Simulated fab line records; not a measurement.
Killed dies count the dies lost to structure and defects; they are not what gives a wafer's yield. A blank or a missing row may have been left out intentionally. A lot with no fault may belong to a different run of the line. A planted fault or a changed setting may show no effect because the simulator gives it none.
Chamber matching ; flow gf180mcu ; GF_V4_CMP_26 on cmp-02: 4 sister chambers
The step polishes, stops on SiO2, t overpolish 15 s, target thk 0 nm. 14 wafers are shown with their chamber, then 7 later ones without.

## WAFERS WITH THEIR CHAMBER
wafer;chamber;motor-current-A (A);time-to-endpoint-s (s);platen-rpm (rpm)
L251.1;3;9.0;86;60.00
L251.2;2;10.8;90;60.02
L251.4;1;9.2;91;59.99
L256.1;2;10.7;91;59.96
L256.5;3;9.0;85;60.02
L256.6;2;10.3;88;60.00
L261.2;3;9.6;81;60.10
L261.3;2;10.1;88;59.98
L261.6;3;9.3;82;60.05
L263.2;3;8.7;82;60.10
L263.4;2;9.9;85;59.95
L263.6;0;11.6;96;60.02
L268.4;0;12.1;94;60.01
L268.5;2;9.9;87;60.04

SIGNATURES (averages over the wafers above)
reading;chamber 0;chamber 1;chamber 2;chamber 3;scatter within a chamber
motor-current-A;11.850;9.200;10.283;9.120;0.369
time-to-endpoint-s;95.00;91.00;88.17;83.20;2.09
platen-rpm;60.0150;59.9900;59.9917;60.0540;0.038
Rule: distance of a wafer from a chamber = root of the sum over the readings of ((wafer's reading minus chamber's mean) / reading's scatter) squared. The wafer belongs to the nearest chamber; if the next one is less than 2 further off, it can't be placed. How the scatter is found: for the shown wafers, subtract from each reading the mean of its chamber, square and add these, divide the total by (wafers less chambers), then take the root.

## WAFERS WITHOUT THEIR CHAMBER
wafer;motor-current-A (A);time-to-endpoint-s (s);platen-rpm (rpm)
L268.6;9.5;87;59.99
L272.2;11.8;94;60.03
L272.5;12.3;92;60.00
L272.6;9.2;85;60.01
L274.4;9.7;87;59.97
L274.5;11.5;92;59.99
L274.6;9.2;84;59.99

## THE CHAMBER EACH PASSED THROUGH
wafer;from the rows above;in truth
L268.6;can't be placed: 1 or 2 or 3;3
L272.2;0;0
L272.5;0;0
L272.6;can't be placed: 3 or 1 or 2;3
L274.4;can't be placed: 2 or 1 or 3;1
L274.5;can't be placed: 0 or 2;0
L274.6;can't be placed: 3 or 1 or 2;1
Correct placement for 2 of the 7. Unplaceable from these rows: 5, with the true chamber sitting among the candidates in 5. 0 placed wrongly.
